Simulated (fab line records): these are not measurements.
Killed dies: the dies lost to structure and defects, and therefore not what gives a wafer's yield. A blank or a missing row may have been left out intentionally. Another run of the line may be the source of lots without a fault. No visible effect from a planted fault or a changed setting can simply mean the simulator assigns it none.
One fault through the eyes of 2 desks	flow gf180mcu	each desk has only its own numbers; what lay behind them comes last

== METROLOGY DESK ==
Lot by lot, what the gauges showed, no matter which tool ran the lot: averages of those sampled wafers that carry a number. If a lot's mean is further than 4 standard deviations from the usual mean, the lot is out of limits and carries the mark OUT (the distance appears in the brackets).
Columns: A = M5_OVL at GF_M5_OVL_MEAS_08, usual 0 nm; B = V5_CVD_02_THK at GF_V5_THK_MEAS_03, usual 1453 nm
lot	first seen here	A	B
L348	day 26 15:35	5	1437
L349	day 27 01:22	3	1441
L350	day 27 04:55	8	1439
L353	day 28 03:36	4	1465
L361	day 30 12:02	4	1433
L362	day 30 18:11	-1	1235 (-13) OUT
L365	day 31 10:53	-4	1249 (-12) OUT
L366	day 31 13:23	2	1466
L367	day 32 01:03	-4	1446
L368	day 32 02:49	-2	1468
L369	day 32 08:04	2	1474
L371	day 32 20:23	-7	1478
This desk's result: L362, L365 out of limits, first on L362 (V5_CVD_02_THK at GF_V5_THK_MEAS_03), day 30 19:17. L348, L349, L350, L353, L361, L366, L367, L368, L369, L371: within limits.

== DESK OF THE TOOL OWNER: pecvd-01 ==
The tool's own readings at GF_V5_CVD_02 (deposits SiO2 from TEOS, target thk 1450 nm, time 163.28 s): means of the sampled wafers that have a number, for each lot that ran on this tool. If a lot's mean is further than 4 standard deviations from the usual mean, the lot is out of limits and carries the mark OUT (the distance appears in the brackets).
Columns: A = heater_power_w at GF_V5_CVD_02, usual 636 W; B = rf_fwd_power_W at GF_V5_CVD_02, usual 597.3 W; C = susceptor_temp_C at GF_V5_CVD_02, usual 400.02 C
lot	first seen here	A	B	C
L349	day 27 02:13	617	598.0	399.98
L361	day 30 13:17	620	597.7	400.15
L362	day 30 19:09	631	357.0 (-99 or more) OUT	400.26
L365	day 31 11:49	628	358.3 (-99 or more) OUT	399.93
This desk's verdict: out of limits on L362, L365, starting with L362 at day 30 19:09 (rf_fwd_power_W at GF_V5_CVD_02). L349, L361: within limits.

== BROUGHT TOGETHER ==
The tool owner's desk had the chance to raise an alarm at day 30 19:09 on L362, L365.
The metrology desk could have raised an alarm at day 30 19:17, on L362, L365.
All the named lots went through GF_V5_CVD_02 on pecvd-01.

== WHAT THE SIMULATOR HAD INSERTED ==
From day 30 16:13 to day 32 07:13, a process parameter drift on pecvd-01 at GF_V5_CVD_02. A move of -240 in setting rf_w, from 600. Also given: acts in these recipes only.
Struck lots among those shown: L362, L365.
Delay (hours) between the fault's onset and each desk's first out-of-limits reading: 3 at the tool owner's desk, 3 at the metrology desk.
